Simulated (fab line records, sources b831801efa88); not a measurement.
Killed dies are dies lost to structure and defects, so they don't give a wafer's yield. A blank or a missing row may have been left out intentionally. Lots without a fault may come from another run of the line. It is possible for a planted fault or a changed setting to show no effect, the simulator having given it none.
fab line records    flow gf180mcu
[record] lots = 14  wafers = 42  last_day = 34
route steps=602 shown TOP_METAL@571 PASSIVATION@598
lots that met no fault: taken from a fault-free run of the same line
start_h: start of the lot's first displayed wafer, in hours after the record's first day    wait_h: hours from the lot's prior step to this one    " as in the row above    L1.1+2: several wafers, shown together as one row    - no value, or no start given    * or withheld: withheld    < > ~ a bound
route shown NAME@n: NAME is a module with steps in the file, n the number in the route of the first one    usual: the fault-free wafers' mean and standard deviation    same: alike in all rows    chamber/n: place in a boat    sites: the reading at each site    _std_site: standard deviation across them    _edge_site: mean of outer sites minus mean of inner sites    radius_mm: how far each site lies from the wafer's centre    mask NAME#n: copy n    behind: the last tool/chamber to shape the wafer    hold: why the lot went on hold/how many hours it stayed there/how the hold came to an end    device: names the non-switching transistor (n, p or np)    end of line: the route-end tests of the same wafers    step lacking rows: just its recipe    killed: the dies lost at the first sort to structure and to defects; this is not the yield of the wafer    map: the dies of a wafer, with x for killed, . for not killed, _ for no die there
set.NAME: the run value of the setting; set.NAME@STEP: its run value at that earlier step    model.NAME: the simulator's own value behind a step, which no gauge read
a sample of lots followed through the steps of the route, with each step as a table and each wafer as a row
services: when a tool's chamber went out of use (start_h, in hours from the record's first day, below 0 if earlier), for how many hours, and the reason
[[steps]]
[step GF_TOP_METAL_SPUTTER_04]
[recipe] material = TiN  target_thk_nm = 25  power_w = 6500  time_s = 20.8  chamber_pressure_pa = 0.4
[usual] throttle_valve_pct = 30.0/0.87
lot.wafer  tool            chamber  start_h  wait_h  throttle_valve_pct
L513.2     pvd_sputter-04  -        640.68   0.0     28.6
L513.5     "               -        "        "       30.4
L513.6     "               -        "        "       30.8
L516.1     pvd_sputter-01  -        662.52   0.0     30.8
L516.3     "               -        "        "       29.7
L516.4     "               -        "        "       30.3
L517.1     pvd_sputter-01  -        663.80   0.0     29.7
L517.3     "               -        "        "       30.7
L517.5     "               -        "        "       30.7
L518.1     pvd_sputter-04  -        667.10   0.0     30.2
L518.2     "               -        "        "       28.1
L518.5     "               -        "        "       30.3
L519.4     pvd_sputter-03  -        676.65   0.0     29.7
L519.5     "               -        "        "       30.5
L519.6     "               -        "        "       28.2
L521.3     pvd_sputter-04  -        691.41   0.0     30.2
L521.4     "               -        "        "       27.7
L521.6     "               -        "        "       31.0
L522.2     pvd_sputter-03  -        696.34   0.0     30.5
L522.3     "               -        "        "       30.3
L522.6     "               -        "        "       30.4
L523.1     pvd_sputter-01  -        699.96   0.0     30.8
L523.2     "               -        "        "       30.1
L523.3     "               -        "        "       29.8
L524.2     pvd_sputter-01  -        711.84   0.0     30.4
L524.3     "               -        "        "       30.1
L524.5     "               -        "        "       30.2
L527.2     pvd_sputter-04  -        726.70   0.0     27.9
L527.5     "               -        "        "       30.8
L527.6     "               -        "        "       27.7
L532.1     pvd_sputter-03  -        763.03   0.0     28.8
L532.3     "               -        "        "       30.6
L532.5     "               -        "        "       28.8
L533.3     pvd_sputter-03  -        770.13   0.0     29.5
L533.5     "               -        "        "       30.5
L533.6     "               -        "        "       28.5
L535.1     pvd_sputter-01  -        776.54   0.0     30.5
L535.2     "               -        "        "       29.7
L535.5     "               -        "        "       30.9
L536.2     pvd_sputter-03  -        782.30   0.0     30.3
L536.3     "               -        "        "       28.5
L536.5     "               -        "        "       30.3
[step GF_TOP_METAL_STRIP_17]
[recipe] chemistry = O2/N2  power_w = 1400  pressure_mtorr = 1500  platen_temp_c = 250  o2_flow_sccm = 3000  n2_flow_sccm = 300  overash_fraction = 0.5
[usual] drypump_motor_current_A = 5.7/0.59  heater_power_w = 326/21  oes_product_au = 0.711/0.0044  strip_time_to_endpoint_s = 13.44/0.11
lot.wafer  tool             chamber  start_h  wait_h  drypump_motor_current_A  heater_power_w  oes_product_au  rf_hours_counter_h  strip_time_to_endpoint_s
L513.2     plasma_asher-03  1        660.58   0.1     4.9                      346             0.713           20                  13.33
L513.5     "                1        "        "       4.9                      353             0.716           -                   13.33
L513.6     "                0        "        "       6.5                      296             0.705           -                   13.38
L516.1     plasma_asher-03  0        682.13   0.1     6.5                      293             0.712           23                  13.40
L516.3     "                0        "        "       6.5                      300             0.708           -                   13.48
L516.4     "                1        "        "       4.9                      344             0.705           -                   13.44
L517.1     plasma_asher-03  1        683.78   0.1     4.9                      346             0.709           23                  13.26
L517.3     "                0        "        "       6.5                      302             0.704           -                   13.27
L517.5     "                0        "        "       6.5                      296             0.707           -                   13.29
L518.1     plasma_asher-03  0        685.89   0.1     6.5                      301             0.713           23                  13.50
L518.2     "                1        "        "       4.9                      346             0.707           23                  13.62
L518.5     "                0        "        "       6.5                      299             0.716           -                   13.47
L519.4     plasma_asher-03  0        696.02   0.1     6.5                      296             0.707           -                   13.50
L519.5     "                1        "        "       4.9                      350             0.711           -                   13.54
L519.6     "                0        "        "       6.5                      300             0.711           -                   13.44
L521.3     plasma_asher-02  1        709.76   0.1     5.6                      325             0.705           -                   13.36
L521.4     "                0        "        "       5.4                      325             0.717           -                   13.43
L521.6     "                1        "        "       5.6                      329             0.714           -                   13.39
L522.2     plasma_asher-02  1        714.91   0.2     5.6                      323             0.708           121                 13.38
L522.3     "                1        "        "       5.6                      326             0.713           -                   13.45
L522.6     "                1        "        "       5.6                      327             0.706           -                   13.40
L523.1     plasma_asher-03  1        718.14   0.1     4.9                      347             0.707           27                  13.43
L523.2     "                0        "        "       6.5                      297             0.703           27                  13.42
L523.3     "                1        "        "       4.9                      341             0.709           -                   13.34
L524.2     plasma_asher-04  1        729.70   0.1     5.9                      339             0.713           63                  13.30
L524.3     "                1        "        "       5.9                      347             0.720           -                   13.38
L524.5     "                0        "        "       5.7                      353             0.705           -                   13.32
L527.2     plasma_asher-02  0        744.16   0.2     5.5                      315             0.708           0                   13.37
L527.5     "                1        "        "       5.6                      322             0.714           -                   13.37
L527.6     "                0        "        "       5.4                      313             0.704           -                   13.39
L532.1     plasma_asher-03  1        778.88   0.1     4.9                      350             0.715           34                  13.39
L532.3     "                0        "        "       6.5                      293             0.706           -                   13.55
L532.5     "                1        "        "       4.9                      353             0.717           -                   13.45
L533.3     plasma_asher-04  1        785.96   0.1     5.9                      350             0.713           -                   13.20
L533.5     "                1        "        "       5.9                      337             0.712           -                   13.26
L533.6     "                0        "        "       5.7                      350             0.708           -                   13.25
L535.1     plasma_asher-02  0        791.95   0.1     5.4                      323             0.717           5                   13.62
L535.2     "                1        "        "       5.6                      318             0.710           5                   13.56
L535.5     "                0        "        "       5.4                      316             0.713           -                   13.61
L536.2     plasma_asher-03  1        796.25   0.1     4.9                      348             0.707           36                  13.38
L536.3     "                0        "        "       6.5                      295             0.703           -                   13.44
L536.5     "                1        "        "       4.9                      346             0.708           -                   13.42
[step GF_PASSIVATION_ETCH_11]
[recipe] chemistry = CF4/O2  target_depth_nm = 1800  stop_on = TiN  source_w = 800  bias_w = 150  pressure_mtorr = 150  cf4_flow_sccm = 80  O2_flow_sccm = 10  time_s = 400
[usual] bias_w = 150.0/0.41  drypump_motor_current_A = 5.9/0.42  oes_product_au = 0.959/0.0077  throttle_valve_pct = 5.960/0.0098
lot.wafer  tool         chamber  start_h  wait_h  bias_w  drypump_motor_current_A  oes_product_au  rf_hours_counter_h  throttle_valve_pct
L513.2     rie_diel-01  2        680.37   -       149.7   5.6                      0.952           6                   5.949
L513.5     "            3        "        "       149.7   5.3                      0.958           -                   5.952
L513.6     "            2        "        "       150.1   5.6                      0.970           -                   5.959
L516.1     rie_diel-03  1        701.57   -       150.1   5.6                      0.941           13                  5.953
L516.3     "            0        "        "       149.5   6.5                      0.955           10                  5.954
L516.4     "            3        "        "       150.3   6.0                      0.966           22                  5.969
L517.1     rie_diel-03  2        703.15   -       149.8   5.6                      0.954           25                  5.952
L517.3     "            1        "        "       150.9   5.6                      0.942           13                  5.965
L517.5     "            3        "        "       149.3   6.1                      0.957           -                   5.954
L518.1     rie_diel-04  3        706.46   -       150.1   5.6                      0.944           16                  5.973
L518.2     "            0        "        "       149.8   5.2                      0.948           13                  5.962
L518.5     "            0        "        "       150.0   5.2                      0.961           -                   5.977
L519.4     rie_diel-03  2        715.66   -       150.5   5.6                      0.973           26                  5.957
L519.5     "            3        "        "       150.5   6.0                      0.962           -                   5.967
L519.6     "            0        "        "       149.5   6.5                      0.961           -                   5.975
L521.3     rie_diel-03  2        728.01   -       150.1   5.6                      0.953           27                  5.971
L521.4     "            0        "        "       150.0   6.5                      0.956           12                  5.952
L521.6     "            3        "        "       150.1   6.1                      0.962           -                   5.953
L522.2     rie_diel-04  0        732.77   -       149.6   5.2                      0.950           14                  5.978
L522.3     "            2        "        "       149.7   6.4                      0.943           18                  5.952
L522.6     "            2        "        "       150.2   6.3                      0.961           -                   5.960
L523.1     rie_diel-03  3        736.25   -       149.8   6.0                      0.957           24                  5.957
L523.2     "            2        "        "       149.7   5.6                      0.953           27                  5.955
L523.3     "            0        "        "       149.6   6.5                      0.957           13                  5.956
L524.2     rie_diel-04  3        747.81   -       150.4   5.6                      0.940           18                  5.956
L524.3     "            2        "        "       150.0   6.3                      0.961           19                  5.960
L524.5     "            2        "        "       151.1   6.4                      0.956           -                   5.964
L527.2     rie_diel-04  2        761.31   -       126.2   6.3                      0.940           20                  5.958
L527.5     "            2        "        "       126.4   6.3                      0.942           -                   5.947
L527.6     "            3        "        "       126.5   5.6                      0.955           -                   5.962
L532.1     rie_diel-04  3        793.50   -       126.3   5.6                      0.954           21                  5.944
L532.3     "            2        "        "       126.3   6.4                      0.940           21                  5.968
L532.5     "            2        "        "       125.8   6.4                      0.935           -                   5.956
L533.3     rie_diel-03  1        798.96   -       149.6   5.6                      0.950           18                  5.961
L533.5     "            3        "        "       149.6   6.0                      0.953           -                   5.965
L533.6     "            2        "        "       150.8   5.6                      0.957           -                   5.970
L535.1     rie_diel-03  2        804.76   -       149.9   5.6                      0.955           31                  5.947
L535.2     "            0        "        "       150.1   6.5                      0.966           16                  5.967
L535.5     "            1        "        "       149.7   5.6                      0.972           -                   5.949
L536.2     rie_diel-01  1        809.71   -       150.1   5.7                      0.957           14                  5.950
L536.3     "            0        "        "       150.0   6.4                      0.955           10                  5.958
L536.5     "            2        "        "       150.1   5.6                      0.953           -                   5.943
[step GF_PASSIVATION_BOW_MEAS_14]
[recipe] mode = bow
[usual] PASSIVATION_BOW = 135/11
lot.wafer  tool           chamber  start_h  wait_h  PASSIVATION_BOW[um]
L513.2     film_metro-03  -        682.22   0.0     123
L513.5     "              -        "        "       119
L513.6     "              -        "        "       125
L516.1     film_metro-02  -        703.40   0.0     144
L516.3     "              -        "        "       140
L516.4     "              -        "        "       146
L517.1     film_metro-01  -        704.99   0.0     114
L517.3     "              -        "        "       108
L517.5     "              -        "        "       113
L518.1     film_metro-02  -        708.30   0.0     121
L518.2     "              -        "        "       142
L518.5     "              -        "        "       137
L519.4     film_metro-01  -        717.56   0.1     145
L519.5     "              -        "        "       154
L519.6     "              -        "        "       143
L521.3     film_metro-01  -        729.89   0.0     127
L521.4     "              -        "        "       122
L521.6     "              -        "        "       134
L522.2     film_metro-01  -        734.62   0.0     126
L522.3     "              -        "        "       143
L522.6     "              -        "        "       131
L523.1     film_metro-01  -        738.09   0.0     155
L523.2     "              -        "        "       141
L523.3     "              -        "        "       138
L524.2     film_metro-02  -        749.67   0.0     130
L524.3     "              -        "        "       132
L524.5     "              -        "        "       134
L527.2     film_metro-03  -        763.17   0.0     154
L527.5     "              -        "        "       146
L527.6     "              -        "        "       149
L532.1     film_metro-01  -        795.34   0.0     130
L532.3     "              -        "        "       143
L532.5     "              -        "        "       140
L533.3     film_metro-01  -        800.84   0.0     140
L533.5     "              -        "        "       136
L533.6     "              -        "        "       145
L535.1     film_metro-01  -        806.60   0.0     139
L535.2     "              -        "        "       134
L535.5     "              -        "        "       130
L536.2     film_metro-02  -        811.57   0.0     137
L536.3     "              -        "        "       127
L536.5     "              -        "        "       127
[[services]]
tool             chamber  start_h  hours  kind
pvd_sputter-03   -        646.24   2.2    repair
rie_diel-01      3        649.38   -      clean
rie_diel-01      3        649.38   12.8   scheduled_down
rie_diel-01      3        649.38   12.8   vent_cycle
rie_diel-01      2        671.25   8.2    repair
rie_diel-01      -        674.97   0.1    repair
plasma_asher-02  -        682.10   9.3    repair
rie_diel-01      3        687.76   11.2   repair
rie_diel-01      -        691.51   1.0    repair
rie_diel-01      0        698.93   8.4    repair
pvd_sputter-04   -        702.33   2.6    repair
plasma_asher-02  -        733.75   9.0    pm
plasma_asher-02  0        733.75   9.0    vent_cycle
plasma_asher-02  1        733.75   9.0    vent_cycle
rie_diel-04      2        734.90   10.7   repair
rie_diel-01      1        737.13   2.2    repair
plasma_asher-03  -        742.29   0.4    repair
plasma_asher-02  0        742.75   -      clean
plasma_asher-02  1        742.75   -      clean
rie_diel-01      0        744.78   4.4    repair
rie_diel-01      3        749.75   4.5    repair
rie_diel-04      -        766.09   0.7    repair
rie_diel-03      2        782.19   2.9    repair
[[key]]
[first_sign] step = GF_PASSIVATION_ETCH_11  reading = bias_w  direction = down  sigmas = 57  usual = 150.0  struck = 126.2
[effect] step = GF_PASSIVATION_ETCH_11  reading = oes_product_au  direction = down  sigmas = 2  usual = 0.959  struck = 0.944  wafers_moved = 4
met_at GF_PASSIVATION_ETCH_11
struck_lots L527,L532
sort_left_out L527.2,L527.5,L527.6,L532.1,L532.3,L532.5
not_acting_at GF_TOP_METAL_SPUTTER_04,GF_TOP_METAL_STRIP_17,GF_PASSIVATION_BOW_MEAS_14
onset_between 747.81 761.31
[fault] kind = process_parameter_drift  tool = rie_diel-04  chamber = -  onset_h = 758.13  steps = GF_PASSIVATION_ETCH_11  channel = bias_w  offset = -23.631  shape = step  end_h = 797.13  acts_in = these_recipes_only  stated = 150
// sort_left_out: the simulated sort isn't trusted on such a fault, so these wafers' sort isn't shown, and their yield isn't known
